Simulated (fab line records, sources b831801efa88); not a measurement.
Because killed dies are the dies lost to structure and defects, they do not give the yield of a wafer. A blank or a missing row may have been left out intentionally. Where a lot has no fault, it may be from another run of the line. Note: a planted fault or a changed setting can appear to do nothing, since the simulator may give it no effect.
fab line records	flow sfqLine
record: lots: 14	wafers: 42	lastDay: 90
route steps=325 shown M3@131 I3@135 JJ@182
lots that met no fault: taken from a fault-free run of the same line
startH: start of the lot's first displayed wafer, in hours after the record's first day	waitH: how many hours have passed since the lot's step before this one	" identical to the entry in the row above	L1.1+2: a single row standing in for several wafers	- value missing, or start not given	* or withheld: withheld	< > ~ a bound
route shown NAME@n: a module of which the file shows steps, and the number in the route of the first	usual: the fault-free wafers' mean and standard deviation	same: alike in all rows	chamber/n: place in a boat	sites: per-site readings	_std_site: standard deviation of those values	_edge_site: outer sites' mean less inner sites'	radiusMm: for every site, how far away it sits from the centre of the wafer	mask NAME#n: copy n	behind: the last tool/chamber to shape the wafer	hold: why the lot went on hold/how many hours it stayed there/how the hold came to an end	device: whichever transistor did not switch (one of n, p or np)	end of line: the route-end tests of the same wafers	where a step has no rows: the recipe by itself	killed: count of dies lost to structure and defects at first sort (not the wafer's yield)	map: a wafer's dies, marking killed ones x, the rest . and places with no die _
set.NAME: the setting the step ran with; set.NAME@STEP: the setting that earlier step ran with	model.NAME: the simulator's own value behind a step, which no gauge read
one table for each step of the route and one row for each wafer, over a sample of lots
services: the hour from which a tool's chamber was out of use, counted from the record's first day as startH (under 0 if before that day), plus the number of hours and why
== steps ==
step: SFQ_TRILAYER_M3_STRIP_STRIP_079
recipe: gas: O2	powerW: 200	platenTempC: 40	overashFraction: 0.65	chemistry: O2	pressureMtorr: 50
usual: drypumpMotorCurrentA: 5.5/0.6	oesProductAu: 0.996/0.0083
lot.wafer	tool	chamber	startH	waitH	drypumpMotorCurrentA	oesProductAu	rfHoursCounterH
L758.2	rieMetal-01	0	712.49	0.1	5.1	0.993	43
L758.3	"	0	"	"	5.1	0.983	-
L758.4	"	1	"	"	6.6	0.992	-
L759.3	rieMetal-02	1	719.02	0.2	5.7	1.005	-
L759.4	"	0	"	"	5.1	0.985	-
L759.6	"	0	"	"	5.1	0.995	-
L760.1	rieMetal-02	0	721.22	0.1	5.0	0.984	50
L760.2	"	1	"	"	5.7	0.994	24
L760.3	"	1	"	"	5.7	1.004	-
L761.1	rieMetal-02	0	760.04	0.1	5.0	0.989	54
L761.5	"	1	"	"	5.7	1.008	-
L761.6	"	0	"	"	5.1	0.995	-
L762.2	rieMetal-02	1	784.13	0.1	5.7	0.997	30
L762.4	"	0	"	"	5.0	0.988	-
L762.6	"	0	"	"	5.0	0.979	-
L763.2	rieMetal-02	1	786.45	0.1	5.7	0.994	31
L763.4	"	1	"	"	5.7	1.002	-
L763.5	"	1	"	"	5.7	0.997	-
L765.1	rieMetal-03	1	914.05	0.2	5.2	0.994	53
L765.4	"	1	"	"	5.2	0.996	-
L765.5	"	1	"	"	5.3	0.989	-
L766.2	rieMetal-02	0	917.86	0.4	5.0	0.988	-
L766.3	"	0	"	"	5.0	0.991	-
L766.6	"	0	"	"	5.0	0.990	-
L767.2	rieMetal-02	1	923.90	0.1	5.7	0.990	52
L767.4	"	0	"	"	5.0	0.992	-
L767.6	"	0	"	"	5.0	0.989	-
L768.1	rieMetal-02	1	1069.39	0.1	5.7	0.995	70
L768.4	"	0	"	"	5.0	0.984	-
L768.5	"	0	"	"	5.0	1.008	-
L773.1	rieMetal-01	0	1100.65	0.1	5.1	1.015	100
L773.4	"	0	"	"	5.1	1.007	-
L773.5	"	0	"	"	5.1	1.001	-
L774.4	rieMetal-01	1	1109.88	0.2	6.6	1.006	-
L774.5	"	1	"	"	6.6	0.988	-
L774.6	"	0	"	"	5.1	1.002	-
L778.1	rieMetal-03	1	1122.88	0.1	5.3	0.997	89
L778.4	"	0	"	"	5.1	1.003	-
L778.6	"	0	"	"	5.1	0.998	-
L781.2	rieMetal-01	0	1137.40	0.1	5.1	1.004	106
L781.4	"	0	"	"	5.1	1.011	-
L781.5	"	0	"	"	5.1	1.008	-
step: SFQ_I3_BOW_MEAS_922
recipe: mode: bow
usual: I3_BOW: 2/8.6
lot.wafer	tool	chamber	startH	waitH	I3_BOW[um]
L758.2	filmMetro-03	-	776.16	1.0	-9
L758.3	"	-	"	"	-4
L758.4	"	-	"	"	-4
L759.3	filmMetro-03	-	782.18	2.0	18
L759.4	"	-	"	"	1
L759.6	"	-	"	"	18
L760.1	filmMetro-01	-	782.50	2.5	19
L760.2	"	-	"	"	7
L760.3	"	-	"	"	12
L761.1	filmMetro-01	-	803.14	1.0	2
L761.5	"	-	"	"	1
L761.6	"	-	"	"	5
L762.2	filmMetro-04	-	822.12	1.5	-25
L762.4	"	-	"	"	3
L762.6	"	-	"	"	-14
L763.2	filmMetro-03	-	824.16	1.5	11
L763.4	"	-	"	"	15
L763.5	"	-	"	"	3
L765.1	filmMetro-03	-	918.51	1.0	-7
L765.4	"	-	"	"	4
L765.5	"	-	"	"	-8
L766.2	filmMetro-04	-	927.53	1.0	-10
L766.3	"	-	"	"	1
L766.6	"	-	"	"	5
L767.2	filmMetro-03	-	931.14	2.0	7
L767.4	"	-	"	"	-3
L767.6	"	-	"	"	4
L768.1	filmMetro-04	-	1085.24	2.0	5
L768.4	"	-	"	"	0
L768.5	"	-	"	"	8
L773.1	filmMetro-01	-	1131.73	1.0	7
L773.4	"	-	"	"	2
L773.5	"	-	"	"	3
L774.4	filmMetro-04	-	1146.79	1.1	0
L774.5	"	-	"	"	6
L774.6	"	-	"	"	-6
L778.1	filmMetro-04	-	1161.73	1.5	14
L778.4	"	-	"	"	4
L778.6	"	-	"	"	17
L781.2	filmMetro-03	-	1176.26	2.0	-6
L781.4	"	-	"	"	-5
L781.5	"	-	"	"	-4
step: SFQ_TRILAYER_I3_VIA_ETCH_VIA_ETCH_088
recipe: target: SiO2	stopOn: Nb	maskMaterial: PR	taperDeg: 20	chemistry: CHF3	targetDepthNm: 260	sourceW: 500	biasW: 80	pressureMtorr: 30	timeS: withheld
usual: biasW: 80.00/0.23	drypumpMotorCurrentA: 5.7/0.4	oesProductAu: 0.854/0.0048
lot.wafer	tool	chamber	startH	waitH	biasW	drypumpMotorCurrentA	oesProductAu
L758.2	rieDiel-02	0	898.21	0.0	80.10	5.5	0.856
L758.3	"	2	"	"	79.80	5.8	0.851
L758.4	"	3	"	"	79.63	5.8	0.851
L759.3	rieDiel-04	3	905.41	0.0	80.22	6.2	0.856
L759.4	"	0	"	"	80.18	6.2	0.854
L759.6	"	1	"	"	80.11	5.8	0.856
L760.1	rieDiel-02	2	906.61	0.0	79.90	5.8	0.863
L760.2	"	0	"	"	80.05	5.5	0.859
L760.3	"	3	"	"	80.10	5.8	0.860
L761.1	rieDiel-03	1	938.15	0.0	79.68	5.7	0.852
L761.5	"	3	"	"	80.35	5.3	0.851
L761.6	"	0	"	"	80.11	5.3	0.846
L762.2	rieDiel-02	0	963.35	0.0	80.05	5.5	0.851
L762.4	"	1	"	"	79.88	4.9	0.850
L762.6	"	0	"	"	79.58	5.5	0.850
L763.2	rieDiel-02	0	966.95	0.0	80.37	5.5	0.853
L763.4	"	2	"	"	79.97	5.8	0.859
L763.5	"	1	"	"	80.14	4.9	0.857
L765.1	rieDiel-04	0	1066.84	0.0	80.17	6.1	0.850
L765.4	"	2	"	"	79.82	6.0	0.861
L765.5	"	0	"	"	79.88	6.1	0.859
L766.2	rieDiel-02	0	1068.17	0.0	80.00	5.5	0.861
L766.3	"	3	"	"	80.32	5.8	0.858
L766.6	"	0	"	"	80.02	5.5	0.846
L767.2	rieDiel-04	2	1069.37	0.0	79.98	6.0	0.853
L767.4	"	0	"	"	80.31	6.2	0.850
L767.6	"	3	"	"	79.67	6.2	0.846
L768.1	rieDiel-04	1	1094.35	0.0	79.69	5.7	0.861
L768.4	"	2	"	"	79.69	6.0	0.864
L768.5	"	3	"	"	79.66	6.2	0.860
L773.1	rieDiel-04	0	1231.01	0.0	79.95	6.2	0.857
L773.4	"	3	"	"	79.59	6.2	0.854
L773.5	"	3	"	"	80.24	6.2	0.862
L774.4	rieDiel-04	2	1250.29	0.1	80.57	6.0	0.859
L774.5	"	3	"	"	80.12	6.2	0.850
L774.6	"	2	"	"	79.98	6.0	0.856
L778.1	rieDiel-02	2	1270.61	0.0	80.02	5.8	0.854
L778.4	"	0	"	"	80.11	5.5	0.853
L778.6	"	0	"	"	79.70	5.6	0.852
L781.2	rieDiel-03	2	1281.41	0.0	79.91	6.2	0.851
L781.4	"	1	"	"	79.92	5.7	0.854
L781.5	"	2	"	"	80.05	6.2	0.856
step: SFQ_TRILAYER_JJ_TRILAYER_DEP_SPUTTER_112
recipe: material: Nb	basePressurePa: 1.33e-06	chamberPressurePa: 0.1333	substrateTempC: 20	targetThkNm: 170	powerW: 2000	timeS: 113.3
usual: throttleValvePct: 30.2/1.3
lot.wafer	tool	chamber	startH	waitH	throttleValvePct
L758.2	pvdSputter-03	-	1179.04	0.5	31.1
L758.3	"	-	"	"	29.5
L758.4	"	-	"	"	28.8
L759.3	pvdSputter-06	-	1192.20	0.5	31.6
L759.4	"	-	"	"	29.2
L759.6	"	-	"	"	30.5
L760.1	pvdSputter-04	-	1193.42	0.5	28.4
L760.2	"	-	"	"	30.8
L760.3	"	-	"	"	31.3
L761.1	pvdSputter-04	-	1210.89	0.5	30.8
L761.5	"	-	"	"	31.4
L761.6	"	-	"	"	31.2
L762.2	pvdSputter-03	-	1212.69	0.5	29.4
L762.4	"	-	"	"	28.6
L762.6	"	-	"	"	29.7
L763.2	pvdSputter-04	-	1214.89	0.5	31.4
L763.4	"	-	"	"	30.8
L763.5	"	-	"	"	30.7
L765.1	pvdSputter-03	-	1219.69	0.5	29.6
L765.4	"	-	"	"	31.0
L765.5	"	-	"	"	28.9
L766.2	pvdSputter-04	-	1221.49	0.5	27.9
L766.3	"	-	"	"	30.8
L766.6	"	-	"	"	30.9
L767.2	pvdSputter-03	-	1222.09	0.5	29.7
L767.4	"	-	"	"	30.8
L767.6	"	-	"	"	28.7
L768.1	pvdSputter-04	-	1223.89	0.5	30.6
L768.4	"	-	"	"	31.3
L768.5	"	-	"	"	31.3
L773.1	pvdSputter-04	-	1374.73	0.5	31.3
L773.4	"	-	"	"	28.3
L773.5	"	-	"	"	31.6
L774.4	pvdSputter-04	-	1390.29	0.5	31.4
L774.5	"	-	"	"	31.5
L774.6	"	-	"	"	30.9
L778.1	pvdSputter-03	-	1412.67	0.5	29.0
L778.4	"	-	"	"	29.7
L778.6	"	-	"	"	29.0
L781.2	pvdSputter-04	-	1424.63	0.5	31.3
L781.4	"	-	"	"	30.8
L781.5	"	-	"	"	31.3
step: SFQ_JJ_RS_MEAS_929
recipe: thkMeasGauge: four-point-probe	reads: Nb_of_TRILAYER_JJ_TRILAYER_DEP_SPUTTER_112
usual: JJ_NB_RS: 1.057/0.017
lot.wafer	tool	chamber	startH	waitH	hold	JJ_NB_RS[ohm/sq]
L758.2	filmMetro-04	-	1179.14	0.1	-	1.073
L758.3	"	-	"	"	-	1.077
L758.4	"	-	"	"	-	1.074
L759.3	filmMetro-02	-	1192.32	0.1	-	1.054
L759.4	"	-	"	"	-	1.052
L759.6	"	-	"	"	-	1.051
L760.1	filmMetro-01	-	1193.50	0.0	-	1.047
L760.2	"	-	"	"	-	1.060
L760.3	"	-	"	"	-	1.038
L761.1	filmMetro-01	-	1210.97	0.0	-	1.057
L761.5	"	-	"	"	-	1.038
L761.6	"	-	"	"	-	1.055
L762.2	filmMetro-04	-	1212.79	0.1	-	1.080
L762.4	"	-	"	"	-	1.076
L762.6	"	-	"	"	-	1.079
L763.2	filmMetro-04	-	1214.99	0.1	-	1.064
L763.4	"	-	"	"	-	1.070
L763.5	"	-	"	"	-	1.071
L765.1	filmMetro-02	-	1219.77	0.0	-	1.066
L765.4	"	-	"	"	-	1.067
L765.5	"	-	"	"	-	1.078
L766.2	filmMetro-02	-	1221.59	0.1	awaitDispo/0.2h/release	1.039
L766.3	"	-	"	"	awaitDispo/0.2h/release	1.062
L766.6	"	-	"	"	awaitDispo/0.2h/release	0.718
L766.2	filmMetro-02	-	1221.88	0.3	-	1.037
L766.3	"	-	"	"	-	1.063
L766.6	"	-	"	"	-	0.718
L767.2	filmMetro-01	-	1222.19	0.1	-	1.072
L767.4	"	-	"	"	-	1.059
L767.6	"	-	"	"	-	1.074
L768.1	filmMetro-02	-	1223.97	0.0	awaitDispo/0.2h/release	1.062
L768.4	"	-	"	"	awaitDispo/0.2h/release	0.707
L768.5	"	-	"	"	awaitDispo/0.2h/release	1.037
L768.1	filmMetro-02	-	1224.26	0.3	-	1.061
L768.4	"	-	"	"	-	0.708
L768.5	"	-	"	"	-	1.038
L773.1	filmMetro-02	-	1374.81	0.0	-	1.021
L773.4	"	-	"	"	-	1.034
L773.5	"	-	"	"	-	1.021
L774.4	filmMetro-01	-	1390.43	0.1	-	1.028
L774.5	"	-	"	"	-	1.039
L774.6	"	-	"	"	-	1.047
L778.1	filmMetro-01	-	1412.75	0.0	-	1.054
L778.4	"	-	"	"	-	1.048
L778.6	"	-	"	"	-	1.066
L781.2	filmMetro-01	-	1424.73	0.1	-	1.045
L781.4	"	-	"	"	-	1.047
L781.5	"	-	"	"	-	1.048
== services ==
tool	chamber	startH	hours	kind
rieMetal-02	0	690.51	14.1	repair
rieDiel-02	2	692.88	7.9	repair
rieDiel-04	-	696.09	14.6	pm
pvdSputter-04	-	702.04	4.9	repair
rieMetal-02	-	742.32	2.8	pm
rieDiel-04	1	742.43	4.6	repair
rieDiel-02	-	758.88	14.6	pm
rieMetal-02	1	766.66	2.5	repair
pvdSputter-04	-	769.19	1.7	repair
rieDiel-04	-	775.79	0.7	repair
rieDiel-04	0	792.18	7.5	repair
rieDiel-04	2	825.03	25.6	repair
rieDiel-04	0	841.50	7.6	repair
pvdSputter-04	-	852.45	4.3	repair
rieDiel-04	3	855.08	26.3	repair
rieMetal-02	0	882.00	13.3	repair
pvdSputter-04	-	886.92	8.1	repair
rieMetal-02	1	914.88	6.1	repair
rieMetal-02	-	971.30	28.1	pm
pvdSputter-04	-	981.59	5.4	repair
rieMetal-02	0	1025.59	2.3	repair
rieMetal-02	-	1311.20	3.3	repair
pvdSputter-04	-	1361.43	6.2	repair
rieMetal-02	-	1403.08	1.4	pm
== key ==
firstSign: step: SFQ_JJ_RS_MEAS_929	reading: visit	direction: added
effect: step: SFQ_JJ_RS_MEAS_929	reading: JJ_NB_RS	direction: down	sigmas: 20	usual: 1.057	struck: 0.712
metAt SFQ_TRILAYER_JJ_TRILAYER_DEP_SPUTTER_112
struckLots L766,L768
struckWafers L766.6,L768.4
notActingAt SFQ_TRILAYER_M3_STRIP_STRIP_079,SFQ_I3_BOW_MEAS_922,SFQ_TRILAYER_I3_VIA_ETCH_VIA_ETCH_088
onsetBetween 1214.89 1221.49
fault: kind: processParameterDrift	tool: pvdSputter-04	chamber: -	onsetH: 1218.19	steps: SFQ_TRILAYER_JJ_TRILAYER_DEP_SPUTTER_112	channel: targetThkNm	offset: 79.441	shape: step	endH: 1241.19	scope: struckWafersOnly	actsIn: theseRecipesOnly	stated: 170
